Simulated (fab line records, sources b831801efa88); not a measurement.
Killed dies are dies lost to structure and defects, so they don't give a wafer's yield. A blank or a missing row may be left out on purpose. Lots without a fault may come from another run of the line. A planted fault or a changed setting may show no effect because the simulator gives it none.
Tool commonality check | flow gf180mcu | 14 lots, 42 wafers sampled

WHY IT WAS OPENED
At GF_LVPWELL_OVL_MEAS_07 the reading LVPWELL_OVL is flagged on 2 of 14 lots. Wafers without a fault read -0.4 nm, standard deviation 1.3.
Rule: a lot is flagged when every wafer of it that has a number lies more than 4 standard deviations from that mean, or none has a number. The other lots count as sound.

lot  | measured    | on         | LVPWELL_OVL (nm), wafer by wafer | flag
L600 | day 4 00:25 | overlay-01 | 0.0 0.9 -1.8                     |
L602 | day 4 07:28 | overlay-01 | 2.4 0.4 2.0                      |
L604 | day 4 20:07 | overlay-01 | -3.1 -1.7 -1.9                   |
L605 | day 5 00:25 | overlay-02 | 2.1 1.0 1.8                      |
L606 | day 5 07:07 | overlay-01 | 0.1 -2.3 -2.3                    |
L608 | day 5 19:18 | overlay-01 | -0.4 1.1 2.1                     |
L609 | day 5 23:53 | overlay-01 | 0.0 1.0 -0.8                     |
L610 | day 6 04:04 | overlay-01 | 0.1 0.7 0.2                      |
L611 | day 6 11:40 | overlay-02 | -0.2 -0.9 1.0                    |
L612 | day 6 16:25 | overlay-01 | -1.0 -1.1 -2.8                   |
L614 | day 7 04:01 | overlay-02 | -3.5 -3.2 -2.2                   |
L617 | day 7 20:31 | overlay-02 | 1.5 -0.1 -2.0                    |
L621 | day 8 20:24 | overlay-02 | 171.6 173.3 172.0                | FLAGGED
L623 | day 9 06:25 | overlay-01 | 174.9 172.3 173.8                | FLAGGED
The numbers of the flagged lots are 173.0 nm on average: +173.4 nm against the usual, or +99 or more standard deviations.

WHICH TOOL RAN EACH LOT
The record holds 1 process step before the reading, out of a route of 602 steps. In each cell: the tool, then ch and the chambers that the sampled wafers went through, then the start.
lot  | flag    | GF_LVPWELL_EXPOSE_04
L600 |         | iline_stepper-01 ch 0, day 3 17:55
L602 |         | iline_stepper-02 ch 0, day 4 01:16
L604 |         | iline_stepper-01 ch 0, day 4 13:13
L605 |         | iline_stepper-02 ch 0, day 4 17:53
L606 |         | iline_stepper-01 ch 0, day 5 00:16
L608 |         | iline_stepper-02 ch 0, day 5 12:17
L609 |         | iline_stepper-01 ch 0, day 5 17:14
L610 |         | iline_stepper-01 ch 0, day 5 20:56
L611 |         | iline_stepper-02 ch 0, day 6 04:15
L612 |         | iline_stepper-02 ch 0, day 6 09:17
L614 |         | iline_stepper-01 ch 0, day 6 20:30
L617 |         | iline_stepper-02 ch 0, day 7 12:42
L621 | FLAGGED | iline_stepper-02 ch 0, day 8 12:30
L623 | FLAGGED | iline_stepper-02 ch 0, day 8 21:34
What these steps do:
- GF_LVPWELL_EXPOSE_04: exposes mask LVPWELL, target cd 600 nm.
- GF_LVPWELL_OVL_MEAS_07

FLAGGED OVER TOTAL, TOOL BY TOOL (the gauges that took the reading come last)
step                   | tool             | lots run | flagged | share of the flagged lots | sound lots run after its first flagged lot
GF_LVPWELL_EXPOSE_04   | iline_stepper-01 | 6        | 0       | none                      | -
GF_LVPWELL_EXPOSE_04   | iline_stepper-02 | 8        | 2       | all                       | 0
GF_LVPWELL_OVL_MEAS_07 | overlay-01       | 9        | 1       | some                      | 0
GF_LVPWELL_OVL_MEAS_07 | overlay-02       | 5        | 1       | some                      | 0

WHAT THE TABLE ALLOWS
1 row of the table ran every flagged lot: iline_stepper-02 at GF_LVPWELL_EXPOSE_04.
- iline_stepper-02 at GF_LVPWELL_EXPOSE_04: 2 of its 8 lots flagged. Its last sound lot is L617 (day 7 12:42), its first flagged lot L621 (day 8 12:30): a fault that began between those two fits.
One tool is left: iline_stepper-02 at GF_LVPWELL_EXPOSE_04.

WHAT THE SIMULATOR HAD PUT IN
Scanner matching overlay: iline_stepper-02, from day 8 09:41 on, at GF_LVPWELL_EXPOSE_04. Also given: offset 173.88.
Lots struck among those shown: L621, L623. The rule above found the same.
